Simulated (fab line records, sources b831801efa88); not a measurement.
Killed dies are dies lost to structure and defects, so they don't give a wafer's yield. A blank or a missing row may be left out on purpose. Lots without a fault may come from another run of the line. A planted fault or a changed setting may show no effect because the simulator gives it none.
Which tool did it? | flow sky130 | 11 lots, 33 wafers sampled, at 2 steps of a route of 708

WHAT THE GAUGES READ, wafer by wafer
SKY_VT_ADJUST_NCORE_CD_MEAS_07: target cd 380 nm.
lot  | measured     | on        | cd_nm (nm)
L285 | day 8 12:14  | cd_sem-02 | 380.2 379.0 377.8
L286 | day 8 15:44  | cd_sem-01 | 379.4 378.6 377.2
L288 | day 9 06:28  | cd_sem-02 | 383.6 383.0 381.3
L289 | day 9 12:49  | cd_sem-02 | 377.9 378.0 377.7
L293 | day 11 00:56 | cd_sem-02 | 379.1 379.4 378.9
L296 | day 11 22:54 | cd_sem-01 | 378.9 380.3 376.0
L297 | day 12 05:55 | cd_sem-01 | 377.0 379.0 377.8
L298 | day 12 10:06 | cd_sem-02 | 375.3 373.8 377.2
L299 | day 12 18:50 | cd_sem-01 | 385.5 387.8 384.0
L306 | day 14 18:28 | cd_sem-01 | 375.9 378.7 376.2
L308 | day 15 09:38 | cd_sem-01 | 380.1 381.6 379.6

WHICH TOOL RAN EACH LOT (tool, then ch and the chambers of the sampled wafers, then the start)
lot  | SKY_VT_ADJUST_NCORE_COAT_02
L285 | litho_track-01 ch 0, day 8 02:19
L286 | litho_track-01 ch 0, day 8 05:34
L288 | litho_track-04 ch 0, day 8 19:01
L289 | litho_track-04 ch 0, day 9 02:25
L293 | litho_track-01 ch 0, day 10 12:47
L296 | litho_track-02 ch 0, day 11 10:31
L297 | litho_track-04 ch 0, day 11 17:56
L298 | litho_track-04 ch 0, day 11 22:04
L299 | litho_track-04 ch 0, day 12 06:29
L306 | litho_track-01 ch 0, day 14 04:58
L308 | litho_track-01 ch 0, day 14 20:11
- SKY_VT_ADJUST_NCORE_COAT_02: resist thk 1140 nm.

THE ANSWER, worked out from the rows above alone
Rule: what is usual is taken from the lots themselves. Put in order of their means at a reading, lots are off if they are a third of the lots or fewer, leave a main group of 4 or more, and stand apart from it by a gap of 3 or more times the standard deviation of the main group's means; of several such gaps the widest counts. A main group whose means are all the same, to the digits that the tables above print for the reading, isn't used. A lot without any number at a reading at which 4 lots or more have one is off too. The other lots that the step has rows for count as sound.
No lot is off at any reading shown: from this, nothing can be told.

WHAT THE SIMULATOR HAD PUT IN
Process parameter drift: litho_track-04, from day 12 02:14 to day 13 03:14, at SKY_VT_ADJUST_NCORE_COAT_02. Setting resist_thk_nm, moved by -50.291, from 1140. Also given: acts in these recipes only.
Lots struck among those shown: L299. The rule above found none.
